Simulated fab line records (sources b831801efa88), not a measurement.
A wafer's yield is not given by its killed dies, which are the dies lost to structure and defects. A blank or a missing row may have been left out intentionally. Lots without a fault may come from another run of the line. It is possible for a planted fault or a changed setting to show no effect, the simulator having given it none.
Which tool did it? || flow gf180mcu || 36 wafers from 12 lots sampled at 4 of the route's 602 steps

## WHAT THE GAUGES SHOWED, per wafer
GF_NWELL_TW_MEAS_11. Usual: for NWELL_TW the level is 1561 and the standard deviation is 12.
{"lot": "L625", "measured": "day 3 07:20", "on": "filmMetro-04", "NWELL_TW": "1571 1575 1563", "flag": ""}
{"lot": "L627", "measured": "day 3 19:28", "on": "filmMetro-04", "NWELL_TW": "1567 1571 1572", "flag": ""}
{"lot": "L630", "measured": "day 4 10:35", "on": "filmMetro-02", "NWELL_TW": "1557 1550 1551", "flag": ""}
{"lot": "L631", "measured": "day 4 16:50", "on": "filmMetro-03", "NWELL_TW": "1551 1554 1551", "flag": ""}
{"lot": "L632", "measured": "day 4 20:04", "on": "filmMetro-04", "NWELL_TW": "1574 1570 1569", "flag": ""}
{"lot": "L634", "measured": "day 5 09:26", "on": "filmMetro-02", "NWELL_TW": "1541 1548 1547", "flag": ""}
{"lot": "L635", "measured": "day 5 13:22", "on": "filmMetro-02", "NWELL_TW": "1555 1564 1562", "flag": ""}
{"lot": "L637", "measured": "day 6 00:34", "on": "filmMetro-03", "NWELL_TW": "1561 1558 1573", "flag": ""}
{"lot": "L639", "measured": "day 6 11:17", "on": "filmMetro-03", "NWELL_TW": "2757 2775 2769", "flag": "OFF"}
{"lot": "L640", "measured": "day 6 18:00", "on": "filmMetro-04", "NWELL_TW": "1560 1555 1553", "flag": ""}
{"lot": "L642", "measured": "day 7 04:17", "on": "filmMetro-02", "NWELL_TW": "2727 2721 2715", "flag": "OFF"}
{"lot": "L648", "measured": "day 8 15:08", "on": "filmMetro-04", "NWELL_TW": "1576 1576 1578", "flag": ""}

GF_VT_IMPLANT_RS_MEAS_47: measures by four-point-probe. Usual: for NWELL_RS the level is 487.7 ohm/sq and the standard deviation is 1.5.
{"lot": "L625", "measured": "day 7 10:29", "on": "filmMetro-03", "NWELL_RS (ohm/sq)": "487.8 487.9 490.2", "flag": ""}
{"lot": "L627", "measured": "day 8 00:50", "on": "filmMetro-03", "NWELL_RS (ohm/sq)": "486.1 483.4 484.9", "flag": ""}
{"lot": "L630", "measured": "day 8 19:17", "on": "filmMetro-03", "NWELL_RS (ohm/sq)": "488.7 488.7 488.0", "flag": ""}
{"lot": "L631", "measured": "day 9 02:58", "on": "filmMetro-04", "NWELL_RS (ohm/sq)": "489.6 489.0 489.4", "flag": ""}
{"lot": "L632", "measured": "day 9 07:38", "on": "filmMetro-04", "NWELL_RS (ohm/sq)": "489.4 487.9 487.6", "flag": ""}
{"lot": "L634", "measured": "day 9 22:08", "on": "filmMetro-04", "NWELL_RS (ohm/sq)": "486.3 488.9 488.5", "flag": ""}
{"lot": "L635", "measured": "day 10 03:50", "on": "filmMetro-03", "NWELL_RS (ohm/sq)": "488.1 489.6 489.2", "flag": ""}
{"lot": "L637", "measured": "day 10 17:41", "on": "filmMetro-04", "NWELL_RS (ohm/sq)": "489.6 490.4 489.0", "flag": ""}
{"lot": "L639", "measured": "day 11 04:53", "on": "filmMetro-03", "NWELL_RS (ohm/sq)": "207.4 207.4 207.6", "flag": "OFF"}
{"lot": "L640", "measured": "day 11 15:07", "on": "filmMetro-04", "NWELL_RS (ohm/sq)": "487.4 487.6 487.6", "flag": ""}
{"lot": "L642", "measured": "day 12 04:52", "on": "filmMetro-04", "NWELL_RS (ohm/sq)": "207.8 207.8 207.7", "flag": "OFF"}
{"lot": "L648", "measured": "day 14 01:42", "on": "filmMetro-02", "NWELL_RS (ohm/sq)": "484.5 484.7 485.9", "flag": ""}

## TOOL THAT RAN EACH LOT (tool first, then ch and the chambers of the sampled wafers, then the start)
{"lot": "L625", "GF_STI_ETCH_13": "rieDiel-03 ch 1,2,3, day 2 02:09", "GF_NWELL_IMPLANT_08": "implanter-04 ch 0, day 3 06:56"}
{"lot": "L627", "GF_STI_ETCH_13": "rieDiel-03 ch 1,2,3, day 2 12:47", "GF_NWELL_IMPLANT_08": "implanter-02 ch 0, day 3 19:04"}
{"lot": "L630", "GF_STI_ETCH_13": "rieDiel-01 ch 0,2,3, day 3 02:40", "GF_NWELL_IMPLANT_08": "implanter-02 ch 0, day 4 10:11"}
{"lot": "L631", "GF_STI_ETCH_13": "rieDiel-03 ch 0,2,3, day 3 09:04", "GF_NWELL_IMPLANT_08": "implanter-02 ch 0, day 4 16:28"}
{"lot": "L632", "GF_STI_ETCH_13": "rieDiel-03 ch 0,2, day 3 13:33", "GF_NWELL_IMPLANT_08": "implanter-04 ch 0, day 4 19:40"}
{"lot": "L634", "GF_STI_ETCH_13": "rieDiel-03 ch 0,1,3, day 3 23:49", "GF_NWELL_IMPLANT_08": "implanter-01 ch 0, day 5 09:02"}
{"lot": "L635", "GF_STI_ETCH_13": "rieDiel-02 ch 1,2,3, day 4 04:48", "GF_NWELL_IMPLANT_08": "implanter-01 ch 0, day 5 12:58"}
{"lot": "L637", "GF_STI_ETCH_13": "rieDiel-02 ch 0,1,2, day 4 14:56", "GF_NWELL_IMPLANT_08": "implanter-01 ch 0, day 6 00:10"}
{"lot": "L639", "GF_STI_ETCH_13": "rieDiel-02 ch 0,1, day 5 01:33", "GF_NWELL_IMPLANT_08": "implanter-01 ch 0, day 6 10:53"}
{"lot": "L640", "GF_STI_ETCH_13": "rieDiel-01 ch 0,1,3, day 5 07:30", "GF_NWELL_IMPLANT_08": "implanter-02 ch 0, day 6 17:37"}
{"lot": "L642", "GF_STI_ETCH_13": "rieDiel-01 ch 1,2,3, day 5 17:13", "GF_NWELL_IMPLANT_08": "implanter-01 ch 0, day 7 03:53"}
{"lot": "L648", "GF_STI_ETCH_13": "rieDiel-01 ch 0,2,3, day 7 00:08", "GF_NWELL_IMPLANT_08": "implanter-02 ch 0, day 8 14:44"}
- GF_STI_ETCH_13: etches the open film in CHF3/O2, stops on Si, target depth 282.31 nm, time 112.9 s.
- GF_NWELL_IMPLANT_08

## AS READ BY THE TOOLS THEMSELVES (means over the sampled wafers that have a number; for cases with no such wafer, the mark the record gives instead)
GF_STI_ETCH_13. Usual: drypumpMotorCurrentA 5.6 A, standard deviation 0.52; oesProductAu 0.834 a.u., standard deviation 0.0064; throttleValvePct 8.811 %, standard deviation 0.0093.
{"lot": "L625", "tool": "rieDiel-03", "drypumpMotorCurrentA (A)": 6.1, "oesProductAu (a.u.)": 0.828, "throttleValvePct (%)": 8.805, "flag": ""}
{"lot": "L627", "tool": "rieDiel-03", "drypumpMotorCurrentA (A)": 6.1, "oesProductAu (a.u.)": 0.835, "throttleValvePct (%)": 8.817, "flag": ""}
{"lot": "L630", "tool": "rieDiel-01", "drypumpMotorCurrentA (A)": 5.8, "oesProductAu (a.u.)": 0.832, "throttleValvePct (%)": 8.806, "flag": ""}
{"lot": "L631", "tool": "rieDiel-03", "drypumpMotorCurrentA (A)": 5.7, "oesProductAu (a.u.)": 0.839, "throttleValvePct (%)": 8.805, "flag": ""}
{"lot": "L632", "tool": "rieDiel-03", "drypumpMotorCurrentA (A)": 5.6, "oesProductAu (a.u.)": 0.825, "throttleValvePct (%)": 8.811, "flag": ""}
{"lot": "L634", "tool": "rieDiel-03", "drypumpMotorCurrentA (A)": 5.9, "oesProductAu (a.u.)": 0.831, "throttleValvePct (%)": 8.807, "flag": ""}
{"lot": "L635", "tool": "rieDiel-02", "drypumpMotorCurrentA (A)": 5.1, "oesProductAu (a.u.)": 0.830, "throttleValvePct (%)": 8.819, "flag": ""}
{"lot": "L637", "tool": "rieDiel-02", "drypumpMotorCurrentA (A)": 5.0, "oesProductAu (a.u.)": 0.838, "throttleValvePct (%)": 8.809, "flag": ""}
{"lot": "L639", "tool": "rieDiel-02", "drypumpMotorCurrentA (A)": 4.9, "oesProductAu (a.u.)": 0.837, "throttleValvePct (%)": 8.804, "flag": ""}
{"lot": "L640", "tool": "rieDiel-01", "drypumpMotorCurrentA (A)": 5.7, "oesProductAu (a.u.)": 0.826, "throttleValvePct (%)": 8.811, "flag": ""}
{"lot": "L642", "tool": "rieDiel-01", "drypumpMotorCurrentA (A)": 5.5, "oesProductAu (a.u.)": 0.835, "throttleValvePct (%)": 8.815, "flag": ""}
{"lot": "L648", "tool": "rieDiel-01", "drypumpMotorCurrentA (A)": 5.8, "oesProductAu (a.u.)": 0.834, "throttleValvePct (%)": 8.810, "flag": ""}

GF_NWELL_IMPLANT_08. Usual: beamOnS 10.00 s, standard deviation 0.2; doseIonsCm2 1.4999e+13, standard deviation 1.7e+10; faradayCurrentUA 84.6, standard deviation 1.7.
{"lot": "L625", "tool": "implanter-04", "beamOnS (s)": 10.21, "doseIonsCm2": 1.4987e+13, "faradayCurrentUA": 82.7, "flag": ""}
{"lot": "L627", "tool": "implanter-02", "beamOnS (s)": 9.99, "doseIonsCm2": 1.5015e+13, "faradayCurrentUA": 84.7, "flag": ""}
{"lot": "L630", "tool": "implanter-02", "beamOnS (s)": 10.00, "doseIonsCm2": 1.5021e+13, "faradayCurrentUA": 84.7, "flag": ""}
{"lot": "L631", "tool": "implanter-02", "beamOnS (s)": 9.95, "doseIonsCm2": 1.5015e+13, "faradayCurrentUA": 85.0, "flag": ""}
{"lot": "L632", "tool": "implanter-04", "beamOnS (s)": 9.90, "doseIonsCm2": 1.4979e+13, "faradayCurrentUA": 85.4, "flag": ""}
{"lot": "L634", "tool": "implanter-01", "beamOnS (s)": 10.03, "doseIonsCm2": 1.5000e+13, "faradayCurrentUA": 84.3, "flag": ""}
{"lot": "L635", "tool": "implanter-01", "beamOnS (s)": 9.90, "doseIonsCm2": 1.5004e+13, "faradayCurrentUA": 85.4, "flag": ""}
{"lot": "L637", "tool": "implanter-01", "beamOnS (s)": 10.24, "doseIonsCm2": 1.4996e+13, "faradayCurrentUA": 82.6, "flag": ""}
{"lot": "L639", "tool": "implanter-01", "beamOnS (s)": 46.65, "doseIonsCm2": 9.9820e+13, "faradayCurrentUA": 120.5, "flag": "OFF"}
{"lot": "L640", "tool": "implanter-02", "beamOnS (s)": 10.06, "doseIonsCm2": 1.4983e+13, "faradayCurrentUA": 84.0, "flag": ""}
{"lot": "L642", "tool": "implanter-01", "beamOnS (s)": 46.19, "doseIonsCm2": 9.9850e+13, "faradayCurrentUA": 121.7, "flag": "OFF"}
{"lot": "L648", "tool": "implanter-02", "beamOnS (s)": 10.11, "doseIonsCm2": 1.5030e+13, "faradayCurrentUA": 83.6, "flag": ""}

## THE ANSWER, worked out from the rows above alone
Rule: lot off if the mean of its wafers having a number is beyond 3 standard deviations from the usual mean. A lot without any number at a reading at which 4 lots or more have one is off too. Where the step has rows for the other lots, those lots are counted as sound. The gauges are gone through in route order, then the tools' own readings, and for those a lot's mean is taken as printed above. The first step at which some lot is off is used, and at that step the reading that is off furthest; a lot without a number counts as furthest.
Off: L639, L642, at GF_NWELL_TW_MEAS_11 (NWELL_TW).
A tool fits if, at a process step before that reading, it ran every lot that is off, and no sound lot after the first of them. Not tried: the gauges at GF_NWELL_TW_MEAS_11; whatever is off there is also off at GF_NWELL_IMPLANT_08, on other tools, and gauge error can't account for it. One candidate fits, namely implanter-01 at GF_NWELL_IMPLANT_08. Its last sound lot is L637 (day 6 00:10), its first lot that is off L639 (day 6 10:53): a fault that began between those two fits.
The tool's own readings at GF_NWELL_IMPLANT_08 bear it out: on the lots that are off they differ by more than 5 times the standard deviation of the sound lots' means. beamOnS reads 46.42 s there against 10.04 s on the sound lots; doseIonsCm2 reads 9.9835e+13 there against 1.5003e+13 on the sound lots; faradayCurrentUA reads 121.1 there against 84.2 on the sound lots.

## WHAT THE SIMULATOR PUT IN
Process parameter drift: implanter-01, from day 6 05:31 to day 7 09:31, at GF_NWELL_IMPLANT_08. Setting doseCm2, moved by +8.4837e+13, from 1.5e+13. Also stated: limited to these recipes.
Struck lots among those shown: L639, L642. This agrees with what the rule above found.
